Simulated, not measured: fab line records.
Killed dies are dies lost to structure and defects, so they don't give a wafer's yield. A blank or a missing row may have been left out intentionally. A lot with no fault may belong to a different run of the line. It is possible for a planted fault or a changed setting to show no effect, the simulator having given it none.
Code-filled problem report in 8D (eight disciplines) form | flow sky130 | the parts of the form that need people (team, actions taken, sign-off) are left out

1. WHAT IS WRONG
At SKY_SD_N_SOFTBAKE_03, heaterPowerTotalW averages 57.09 W over 6 wafers from 2 lots, while fault-free wafers read 56.59 W, standard deviation 0.039. That is +13 standard deviations from the usual mean.
The step: time 60 s.
The first sign was on wafer L509.1 at day 32 21:55, on lithoTrack-04. The record has a number at this step for 39 wafers belonging to 13 lots. Rule for "out", or "out of limits": more than 4 standard deviations from the usual mean. All remaining wafers that have a number are taken as sound.

2. WHAT IT IS; WHAT IT IS NOT
question                    | is                     | is not
which readings at this step | heaterPowerTotalW      | exhaustPa
which lots                  | L509, L510             | L492, L493, L494, L496, L498, L499, L500, L501, L502, L513, L514
which wafers of those lots  | all that have a number | -
read on which tools         | lithoTrack-04          | lithoTrack-02, lithoTrack-03
when                        | from day 32 21:55      | up to then (27 sound wafers); but 6 sound wafers of L513, L514 came after

3. THE SUSPECTS, EACH WITH WHAT RULES IT OUT
Counting: a tool at any process step up to the reading remains a suspect when it ran all the lots that are out and ran no sound lot after the first of those.
- lithoTrack-04 at SKY_SD_N_SOFTBAKE_03 (time 60 s): kept. All lots that are out passed through it, beginning with L509 at day 32 21:55, and no sound lot followed; its final sound lot before that point was L494 at day 28 01:55. Its own readings are out on those wafers: heaterPowerTotalW.
Left after counting: lithoTrack-04 at SKY_SD_N_SOFTBAKE_03.

4. THE CAUSE (what the simulator had put in)
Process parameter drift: lithoTrack-04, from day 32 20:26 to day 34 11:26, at SKY_SD_N_SOFTBAKE_03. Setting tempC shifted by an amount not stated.
Only this tool survived the counting.

5. SEQUENCE OF EFFECTS, ordered by route
One row per reading whose mean, taken over the struck wafers that have a number, lies over 3 standard deviations from the usual. Only readings whose record carries a usual standard deviation are examined. hours: median over the lots of the time between each lot's start at the first step of this table that gives one and its start at this step. sigmas: the change, counted in usual standard deviations.
hours | step                 | reading           | usual   | on struck wafers | change | sigmas
0     | SKY_SD_N_SOFTBAKE_03 | heaterPowerTotalW | 56.59 W | 57.09            | +0.49  | +13
0     | SKY_SD_N_SOFTBAKE_03 | plateTempC        | 90.00 C | 90.60            | +0.60  | +4.3
Process steps it contains:
- SKY_SD_N_SOFTBAKE_03: time 60 s.

6. WHAT WOULD HAVE CAUGHT IT SOONER
In this record the first reading out of limits was taken at day 32 21:55, 1 hour after the fault began at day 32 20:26.
